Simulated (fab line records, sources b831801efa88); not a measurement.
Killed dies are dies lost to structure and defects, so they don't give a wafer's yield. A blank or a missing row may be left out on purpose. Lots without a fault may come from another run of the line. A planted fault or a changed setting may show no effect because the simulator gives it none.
Chamber matching | flow sky130 | SKY_VIA3_CMP_02 on cmp-01: 4 sister chambers
The step polishes SiO2. 8 wafers are shown with their chamber, then 8 later ones without.

WAFERS WITH THEIR CHAMBER
wafer  | chamber | motor_current_A (A)
L968.5 | 2       | 12.1
L969.5 | 0       | 12.0
L973.3 | 2       | 12.7
L973.4 | 3       | 12.0
L974.2 | 1       | 12.2
L974.4 | 0       | 12.0
L974.5 | 1       | 12.0
L976.1 | 3       | 12.1

WAFERS WITHOUT THEIR CHAMBER
wafer  | motor_current_A (A)
L976.3 | 11.9
L976.6 | 12.1
L980.1 | 12.7
L980.4 | 12.2
L980.5 | 11.9
L979.1 | 11.2
L979.2 | 12.3
L979.4 | 12.5

WHICH CHAMBER EACH WENT THROUGH
wafer  | from the rows above               | in truth
L976.3 | can't be placed: 0 or 3 or 1 or 2 | 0
L976.6 | can't be placed: 1 or 3 or 0 or 2 | 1
L980.1 | can't be placed: 2 or 1 or 3 or 0 | 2
L980.4 | can't be placed: 1 or 3 or 0 or 2 | 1
L980.5 | can't be placed: 0 or 3 or 1 or 2 | 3
L979.1 | can't be placed: 0 or 3 or 1 or 2 | 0
L979.2 | can't be placed: 2 or 1 or 3 or 0 | 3
L979.4 | can't be placed: 2 or 1 or 3 or 0 | 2
Placed correctly: 0 of 8. Can't be placed from these rows: 8 (the true chamber is among the candidates in 8). Placed wrongly: 0.
How it was worked out, from the rows above alone: a wafer's distance from a chamber is the root of the sum, over the readings, of the square of ((its reading less the chamber's mean) divided by the reading's scatter). The wafer belongs to the nearest chamber; if the next one is less than 2 further off, it can't be placed. A chamber's mean is the mean of its shown wafers. The scatter: the root of (the sum of the squares of (reading less its chamber's mean) over the shown wafers, divided by (wafers less chambers)).
